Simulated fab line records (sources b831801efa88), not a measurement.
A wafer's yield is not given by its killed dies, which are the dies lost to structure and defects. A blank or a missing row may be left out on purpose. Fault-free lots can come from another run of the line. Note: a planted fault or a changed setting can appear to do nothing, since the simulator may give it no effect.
A struck lot beside a sound one | flow sky130 | 22 out of 708 route steps
Sound: wafers L365.4, L365.5, L365.6. Struck: wafer L370.6. (L370.1, L370.2 of the same lot were not struck and are left out.) The cause comes at the end.
Per side, at each step with rows, come the tool, then ch with its chambers, and then its first start. Under that, the readings that differ: sound wafers | struck wafers | difference of the means | sigmas: that difference in standard deviations of wafers without a fault.
alike: readings whose means differ by less than 2 such deviations, and words and numbers that are the same on both sides. not compared: withheld readings, readings that some wafer has no value for, bounds like >300 that may hide the same value, and numbers for which the record gives no deviation and whose values overlap.
A row with sigmas, a row that says differs or no value, or rows on one side alone: a step with any of these is where the two part. When numbers do not overlap yet have no deviation, they are printed without sigmas and do not part them. A reading that every wafer of one side lacks parts them only if that side has two wafers or more.

first, 2 steps without rows for these wafers: SKY_RES_PROTECT_DEVELOP_06 (develop time 60 s); SKY_POLY_GATE_IMPLANT_02.
SKY_RES_PROTECT_STRIP_07: strips in O2/N2.
  sound on plasma asher-04 ch 0,1, day 15 11:47; struck on plasma asher-02 ch 0, day 17 14:08
  alike: drypump motor current A, oes product au, strip time to endpoint s
  not compared: rf hours counter h
SKY_RES_PROTECT_TW_MEAS_08:
  sound on film metro-04 at day 15 11:53; struck on film metro-04 at day 17 14:14
  alike: POLY_GATE_TW
then, 2 steps without rows for these wafers: SKY_RES_PROTECT_CLEAN_09 (cleans in SC1/SC2, time 150 s); SKY_POLY_GATE_CVD_03 (deposits Si3N4 from DCS/NH3, target thk 75 nm, time 1290 s).
SKY_POLY_GATE_THK_MEAS_04:
  sound on film metro-01 at day 15 14:24; struck on film metro-03 at day 17 15:52
  alike: POLY_GATE_CVD_03_THK
then, 5 steps without rows for these wafers: SKY_POLY_GATE_DEHYDRATE_05 (time 60 s); SKY_POLY_GATE_HMDS_06 (prime time 60 s); SKY_POLY_GATE_COAT_07 (resist thk 110 nm); SKY_POLY_GATE_COAT_08 (resist thk 450 nm); SKY_POLY_GATE_SOFTBAKE_09 (time 90 s).
SKY_POLY_GATE_EXPOSE_10: exposes mask P1M, target cd 150 nm.
  sound on krf scanner-02 ch 0, day 16 03:53; struck on krf scanner-02 ch 0, day 18 07:12
  alike: mask, reticle temp C, stage vel mm s
then, 2 steps without rows for these wafers: SKY_POLY_GATE_PEB_11; SKY_POLY_GATE_DEVELOP_12 (develop time 60 s).
SKY_POLY_GATE_CD_MEAS_13: the cd target is 150 nm.
  sound on cd sem-02 at day 16 17:52; struck on cd sem-02 at day 18 22:06
  reading    | sound             | struck | difference | sigmas
  cd nm (nm) | 148.9 148.1 148.1 | 109.8  | -38.6      | -28
SKY_POLY_GATE_OVL_MEAS_14:
  sound on overlay-01 at day 16 17:56; struck on overlay-01 at day 18 22:13
  alike: POLY_GATE_OVL
SKY_POLY_GATE_ETCH_15: etches BARC in N2/H2, stops on SiO2, time 118.5 s, target depth 110 nm.
  sound on rie diel-01 ch 0,2,3, day 16 17:59; struck on rie diel-04 ch 0, day 18 22:15
  reading                    | sound             | struck | difference | sigmas
  model.POLY_GATE.cd nm (nm) | 149.7 146.4 148.3 | 112.1  | -36.0      |
  alike: bias w, drypump motor current A, oes product au, throttle valve pct
  not compared: rf hours counter h
SKY_POLY_GATE_ETCH_16: etches Si3N4 in CH3F/O2, stops on poly-Si, time 147.5 s, target depth 75 nm.
  sound on rie diel-01 ch 0,2,3, day 16 18:05; struck on rie diel-04 ch 0, day 18 22:20
  alike: bias w, drypump motor current A, oes product au, throttle valve pct
  not compared: rf hours counter h
SKY_POLY_GATE_ETCH_17: etches poly-Si in HBr/Cl2, stops on SiO2, target depth 180 nm, time 70.5 s.
  sound on rie si-01 ch 0,1, day 16 18:08; struck on rie si-02 ch 2, day 18 22:26
  reading                     | sound             | struck | difference | sigmas
  drypump motor current A (A) | 5.9 6.4 5.9       | 5.1    | -1.0       | -2
  model.POLY_GATE.cd nm (nm)  | 148.4 146.3 147.4 | 115.1  | -32.3      |
  alike: bias w, oes product au, throttle valve pct
  not compared: rf hours counter h
SKY_POLY_GATE_STRIP_18: strips in O2/N2.
  sound on plasma asher-04 ch 0,1, day 16 18:13; struck on plasma asher-02 ch 0, day 18 22:29
  alike: drypump motor current A, oes product au, strip time to endpoint s
  not compared: rf hours counter h
-- record jumps: 29 days separate the struck wafers' starts on either side; left off in module POLY_GATE, taken up again in module PAD_OPEN, whose first shown step is the route's number 708 --
SKY_PAD_OPEN_PROBE_99:
  sound on prober-01 at day 46 05:39; struck on prober-01 at day 47 16:07
  reading             | sound     | struck | difference | sigmas
  killed at front end | 20 16 16  | 402    | +385       | +82
  killed dies         | 101 91 88 | 473    | +380       | +38
  killed on rim       | 23 21 20  | 96     | +75        | +17
  alike: killed_at_M0_to_M3, killed_at_M4_up, killed at contacts, killed at other, killed open, killed short

## WHERE THEY PART
First at SKY_POLY_GATE_CD_MEAS_13; last, within this record, at SKY_PAD_OPEN_PROBE_99.

WHY: whatever the simulator had introduced
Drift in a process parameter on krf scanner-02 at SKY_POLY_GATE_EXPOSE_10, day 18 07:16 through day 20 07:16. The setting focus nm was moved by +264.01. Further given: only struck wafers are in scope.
